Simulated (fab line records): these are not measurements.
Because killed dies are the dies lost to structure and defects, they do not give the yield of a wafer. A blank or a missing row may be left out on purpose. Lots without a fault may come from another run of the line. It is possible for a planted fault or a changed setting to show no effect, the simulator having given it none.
fab line records    flow gf180mcu
[record] lots = 7  wafers = 21  last_day = 34
route steps=602 shown VT_IMPLANT@108
lots with no fault: from the same line, run without faults
start_h: hours from the record's first day to the start of the lot's first wafer shown    wait_h: hours since the lot's step before    " identical to the entry in the row above    L1.1+2: several wafers, shown together as one row    - no value, or no start was given    * or withheld: withheld    < > ~ a bound
route shown NAME@n: names a module that has steps shown in the file, with the first one's number in the route    usual: the fault-free wafers' mean and standard deviation    same: alike in all rows    chamber/n: place in a boat    sites: each site's reading    _std_site: the standard deviation of these    _edge_site: mean of outer sites minus mean of inner sites    radius_mm: for every site, how far away it sits from the centre of the wafer    mask NAME#n: copy n    behind: the most recent tool/chamber to have shaped the wafer    hold: why the lot was held/for how many hours/how that ended    device: which transistor (n, p or np) failed to switch    end of line: the route-end tests of the same wafers    a step without rows: its recipe alone    killed: at the first sort, the dies lost to defects and structure; wafer yield is something else    map: a wafer's dies, x killed, . not, _ none there
set.NAME: the setting that was run; set.NAME@STEP: the one run at that earlier step    model.NAME: the simulator's own value behind a step, which no gauge read
lots seen at some steps along the route; tables by step, rows by wafer
services: the hour from which a tool's chamber was out of use, counted from the record's first day as start_h (under 0 if before that day), plus the number of hours and why
[[steps]]
[step GF_VT_IMPLANT_OVL_MEAS_18]
[usual] VT_IMPLANT_01_OVL = -0.3/1.2
lot.wafer  tool        chamber  start_h  wait_h  VT_IMPLANT_01_OVL[nm]
L606.1     overlay-02  -        172.52   0.1     0.9
L606.4     "           -        "        "       -0.3
L606.6     "           -        "        "       0.1
L610.2     overlay-01  -        194.07   0.1     0.8
L610.3     "           -        "        "       -1.3
L610.6     "           -        "        "       -1.5
L618.1     overlay-01  -        237.91   0.1     -1.9
L618.2     "           -        "        "       -0.5
L618.6     "           -        "        "       -1.5
L619.1     overlay-02  -        250.07   0.1     -2.7
L619.3     "           -        "        "       -2.9
L619.4     "           -        "        "       -3.0
L620.2     overlay-01  -        259.01   0.1     -1.8
L620.5     "           -        "        "       -1.8
L620.6     "           -        "        "       -0.8
L622.2     overlay-01  -        267.27   0.1     1.0
L622.4     "           -        "        "       1.0
L622.5     "           -        "        "       -0.3
L623.3     overlay-01  -        273.92   0.1     1.8
L623.4     "           -        "        "       0.7
L623.5     "           -        "        "       0.7
[step GF_VT_IMPLANT_IMPLANT_19]
[recipe] species = As  energy_kev = 100  dose_cm2 = 4.35e+12  tilt_deg = 7
[step GF_VT_IMPLANT_STRIP_20]
[recipe] chemistry = O2/N2  power_w = 1400  pressure_mtorr = 1500  platen_temp_c = 250  o2_flow_sccm = 3000  n2_flow_sccm = 300  overash_fraction = 0.5
[usual] drypump_motor_current_A = 5.5/0.41  heater_power_w = 357/29  o2_flow_sccm = 2999/8.5  oes_product_au = 0.716/0.0044  strip_time_to_endpoint_s = 12.62/0.033
lot.wafer  tool             chamber  start_h  wait_h  drypump_motor_current_A  heater_power_w  o2_flow_sccm  oes_product_au  rf_hours_counter_h  strip_time_to_endpoint_s
L606.1     plasma_asher-01  0        172.71   0.1     4.8                      340             3001          0.716           51                  12.61
L606.4     "                1        "        "       5.9                      329             2996          0.714           -                   12.61
L606.6     "                0        "        "       4.8                      340             2993          0.717           -                   12.60
L610.2     plasma_asher-03  1        194.25   0.1     5.7                      344             3002          0.717           41                  12.60
L610.3     "                1        "        "       5.7                      353             3001          0.721           -                   12.59
L610.6     "                0        "        "       5.6                      386             2999          0.709           -                   12.61
L618.1     plasma_asher-03  0        238.10   0.1     5.5                      389             3011          0.714           46                  12.64
L618.2     "                1        "        "       5.7                      347             2989          0.715           46                  12.65
L618.6     "                0        "        "       5.6                      383             3009          0.712           -                   12.59
L619.1     plasma_asher-01  0        250.26   0.1     4.8                      330             2997          0.721           59                  12.59
L619.3     "                0        "        "       4.8                      344             3005          0.714           -                   12.58
L619.4     "                1        "        "       5.8                      337             3003          0.711           -                   12.60
L620.2     plasma_asher-02  1        259.19   0.1     5.5                      350             3003          0.723           14                  12.60
L620.5     "                1        "        "       5.5                      349             2984          0.709           -                   12.66
L620.6     "                0        "        "       6.1                      421             3000          0.717           -                   12.72
L622.2     plasma_asher-01  1        267.45   0.1     5.9                      338             3010          0.710           61                  12.59
L622.4     "                0        "        "       4.8                      337             2996          0.717           -                   12.64
L622.5     "                1        "        "       5.9                      335             3018          0.706           -                   12.59
L623.3     plasma_asher-01  0        274.13   0.1     4.8                      340             2991          0.725           -                   12.60
L623.4     "                1        "        "       5.9                      331             2994          0.717           -                   12.58
L623.5     "                1        "        "       5.9                      334             3003          0.712           -                   12.61
[step GF_VT_IMPLANT_TW_MEAS_21]
[usual] VT_IMPLANT_2_TW = 1220/6.8
lot.wafer  tool           chamber  start_h  wait_h  VT_IMPLANT_2_TW
L606.1     film_metro-02  -        172.81   0.1     1211
L606.4     "              -        "        "       1211
L606.6     "              -        "        "       1215
L610.2     film_metro-01  -        194.36   0.1     1225
L610.3     "              -        "        "       1218
L610.6     "              -        "        "       1216
L618.1     film_metro-03  -        238.20   0.1     1218
L618.2     "              -        "        "       1224
L618.6     "              -        "        "       1220
L619.1     film_metro-02  -        250.36   0.1     1227
L619.3     "              -        "        "       1226
L619.4     "              -        "        "       1225
L620.2     film_metro-02  -        259.30   0.1     1219
L620.5     "              -        "        "       1226
L620.6     "              -        "        "       1222
L622.2     film_metro-01  -        267.56   0.1     1220
L622.4     "              -        "        "       1216
L622.5     "              -        "        "       1219
L623.3     film_metro-01  -        274.22   0.1     1221
L623.4     "              -        "        "       1217
L623.5     "              -        "        "       1218
[step GF_VT_IMPLANT_DEHYDRATE_22]
[recipe] temp_c = 200  time_s = 60
[step GF_VT_IMPLANT_HMDS_23]
[recipe] prime_time_s = 60  prime_temp_c = 120
[step GF_VT_IMPLANT_COAT_24]
[recipe] resist = NOVOLAK  spin_rpm = 3000  resist_thk_nm = 1000
[step GF_VT_IMPLANT_SOFTBAKE_25]
[recipe] temp_c = 90  time_s = 60  resist = NOVOLAK
[step GF_VT_IMPLANT_EXPOSE_26]
[recipe] mask_id = LVPWELL_HV_AREA  target_cd_nm = 860  na = 0.6  source_shape = conventional  sigma_outer = 0.6  dose_mj = 140
[step GF_VT_IMPLANT_PEB_27]
[recipe] temp_c = withheld  time_s = *  resist = NOVOLAK
[step GF_VT_IMPLANT_DEVELOP_28]
[recipe] develop_time_s = 60  dev_temp_c = 23
[step GF_VT_IMPLANT_OVL_MEAS_29]
[usual] VT_IMPLANT_02_OVL = 0.9/1.3
lot.wafer  tool        chamber  start_h  wait_h  VT_IMPLANT_02_OVL[nm]
L606.1     overlay-01  -        188.66   0.1     -1.4
L606.4     "           -        "        "       -0.6
L606.6     "           -        "        "       -1.0
L610.2     overlay-02  -        211.48   0.1     4.0
L610.3     "           -        "        "       -0.2
L610.6     "           -        "        "       0.1
L618.1     overlay-01  -        257.00   0.1     -1.0
L618.2     "           -        "        "       1.3
L618.6     "           -        "        "       -0.4
L619.1     overlay-02  -        270.07   0.1     0.8
L619.3     "           -        "        "       -0.9
L619.4     "           -        "        "       -0.1
L620.2     overlay-02  -        278.71   0.1     2.5
L620.5     "           -        "        "       0.8
L620.6     "           -        "        "       1.9
L622.2     overlay-01  -        287.06   0.1     1.2
L622.4     "           -        "        "       1.3
L622.5     "           -        "        "       1.3
L623.3     overlay-01  -        293.97   0.1     1.8
L623.4     "           -        "        "       0.4
L623.5     "           -        "        "       0.9
[step GF_VT_IMPLANT_IMPLANT_30]
[recipe] species = B  energy_kev = 25  dose_cm2 = 2.534e+12  tilt_deg = 7
[usual] beam_energy_keV = 25.000/0.0077  beam_on_s = 10.00/0.21
lot.wafer  tool          chamber  start_h  wait_h  beam_energy_keV  beam_on_s
L606.1     implanter-02  0        188.70   0.0     24.996           10.18
L606.4     "             0        "        "       24.995           10.25
L606.6     "             0        "        "       25.009           10.01
L610.2     implanter-01  0        211.53   0.0     24.996           9.70
L610.3     "             0        "        "       24.992           10.22
L610.6     "             0        "        "       25.001           10.00
L618.1     implanter-03  -        257.04   0.0     -                -
L618.2     "             -        "        "       -                -
L618.6     "             -        "        "       -                -
L619.1     implanter-03  -        270.11   0.0     -                -
L619.3     "             -        "        "       -                -
L619.4     "             -        "        "       -                -
L620.2     implanter-01  -        278.76   0.0     -                -
L620.5     "             -        "        "       -                -
L620.6     "             -        "        "       -                -
L622.2     implanter-02  0        287.11   0.0     24.997           9.81
L622.4     "             0        "        "       24.996           10.21
L622.5     "             0        "        "       24.992           9.92
L623.3     implanter-01  0        294.05   0.1     24.995           10.19
L623.4     "             0        "        "       25.000           10.08
L623.5     "             0        "        "       25.004           10.37
[step GF_VT_IMPLANT_STRIP_31]
[recipe] chemistry = O2/N2  power_w = 1400  pressure_mtorr = 1500  platen_temp_c = 250  o2_flow_sccm = 3000  n2_flow_sccm = 300  overash_fraction = 0.5
[usual] drypump_motor_current_A = 5.6/0.41  heater_power_w = 360/33  o2_flow_sccm = 2999/9.7  oes_product_au = 0.716/0.0044  strip_time_to_endpoint_s = 12.628/0.03
lot.wafer  tool             chamber  start_h  wait_h  drypump_motor_current_A  heater_power_w  o2_flow_sccm  oes_product_au  rf_hours_counter_h  strip_time_to_endpoint_s
L606.1     plasma_asher-03  0        188.85   0.1     5.5                      389             3013          0.716           40                  12.602
L606.4     "                1        "        "       5.7                      343             3007          0.720           -                   12.606
L606.6     "                0        "        "       5.6                      398             3004          0.716           -                   12.624
L610.2     plasma_asher-03  0        211.66   0.1     5.6                      377             2993          0.714           43                  12.634
L610.3     "                1        "        "       5.7                      336             3015          0.718           -                   12.634
L610.6     "                1        "        "       5.7                      345             3012          0.720           -                   12.610
L618.1     plasma_asher-01  1        257.19   0.1     5.9                      323             3006          0.716           60                  12.662
L618.2     "                0        "        "       4.8                      334             2989          0.719           60                  12.651
L618.6     "                0        "        "       4.8                      341             2997          0.712           -                   12.682
L619.1     plasma_asher-01  1        270.26   0.1     5.9                      335             2982          0.715           61                  12.642
L619.3     "                0        "        "       4.8                      334             2978          0.711           -                   12.606
L619.4     "                1        "        "       5.9                      334             2980          0.722           -                   12.624
L620.2     plasma_asher-02  0        278.89   0.1     6.1                      423             2992          0.711           16                  12.603
L620.5     "                1        "        "       5.5                      349             2992          0.717           -                   12.621
L620.6     "                0        "        "       6.1                      424             2990          0.710           -                   12.664
L622.2     plasma_asher-01  0        287.24   0.1     4.8                      337             2986          0.713           63                  12.602
L622.4     "                0        "        "       4.8                      339             2993          0.719           -                   12.590
L622.5     "                0        "        "       4.8                      326             2995          0.721           -                   12.589
L623.3     plasma_asher-02  0        294.18   0.1     6.1                      411             3001          0.721           -                   12.598
L623.4     "                1        "        "       5.5                      354             2999          0.713           -                   12.632
L623.5     "                0        "        "       6.0                      425             3011          0.712           -                   12.651
[step GF_VT_IMPLANT_TW_MEAS_32]
[usual] VT_IMPLANT_3_TW = 269.8/1.2
lot.wafer  tool           chamber  start_h  wait_h  VT_IMPLANT_3_TW
L606.1     film_metro-03  -        188.95   0.1     267.8
L606.4     "              -        "        "       267.8
L606.6     "              -        "        "       268.9
L610.2     film_metro-02  -        211.77   0.1     270.3
L610.3     "              -        "        "       269.5
L610.6     "              -        "        "       269.2
L618.1     film_metro-03  -        257.29   0.1     30.1
L618.2     "              -        "        "       30.1
L618.6     "              -        "        "       30.0
L619.1     film_metro-03  -        270.36   0.1     30.2
L619.3     "              -        "        "       30.0
L619.4     "              -        "        "       29.9
L620.2     film_metro-02  -        279.00   0.1     30.2
L620.5     "              -        "        "       30.1
L620.6     "              -        "        "       30.3
L622.2     film_metro-03  -        287.35   0.1     267.6
L622.4     "              -        "        "       268.6
L622.5     "              -        "        "       268.8
L623.3     film_metro-02  -        294.27   0.1     270.2
L623.4     "              -        "        "       271.3
L623.5     "              -        "        "       272.6
[step GF_VT_IMPLANT_DEHYDRATE_33]
[recipe] temp_c = 200  time_s = 60
[[services]]
tool             chamber  start_h  hours  kind
plasma_asher-02  -        185.62   0.9    repair
plasma_asher-02  -        192.89   10.8   repair
implanter-03     -        220.35   4.9    pm
implanter-01     -        281.00   4.9    repair
implanter-03     -        293.04   2.6    repair
[[key]]
[first_sign] step = GF_VT_IMPLANT_IMPLANT_30  reading = tool_record  direction = missing
[effect] step = GF_VT_IMPLANT_TW_MEAS_32  reading = VT_IMPLANT_3_TW  direction = down  sigmas = 99+  usual = 269.8  struck = 30.1
met_at GF_VT_IMPLANT_IMPLANT_30
struck_wafers L618.1,L618.2,L618.6,L619.1,L619.3,L619.4,L620.2,L620.5,L620.6
later_rows_left_out L618.1,L618.2,L618.6,L619.1,L619.3,L619.4,L620.2,L620.5,L620.6
sort_left_out L618.1,L618.2,L618.6,L619.1,L619.3,L619.4,L620.2,L620.5,L620.6
tester_left_out L618,L619,L620
onset_between 211.53 257.04
[fault] kind = skipped_step_whole  tool = implanter-01,implanter-03  chamber = -  onset_h = 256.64  steps = GF_VT_IMPLANT_IMPLANT_30  scope = struck_lots_only
// tester_left_out: of these lots the tester's yield and bins aren't shown, on N5 and GAA mostly nor the transistor test; their killed dies are dies lost to structure and defects alone, not to doping, threshold or leakage, so they don't give the yield
// sort_left_out: the simulated sort isn't trusted on such a fault, so these wafers' sort isn't shown, and their yield isn't known
// later_rows_left_out: the simulator's readings of these wafers behind a module that went badly wrong aren't trusted and aren't shown, but for the sort
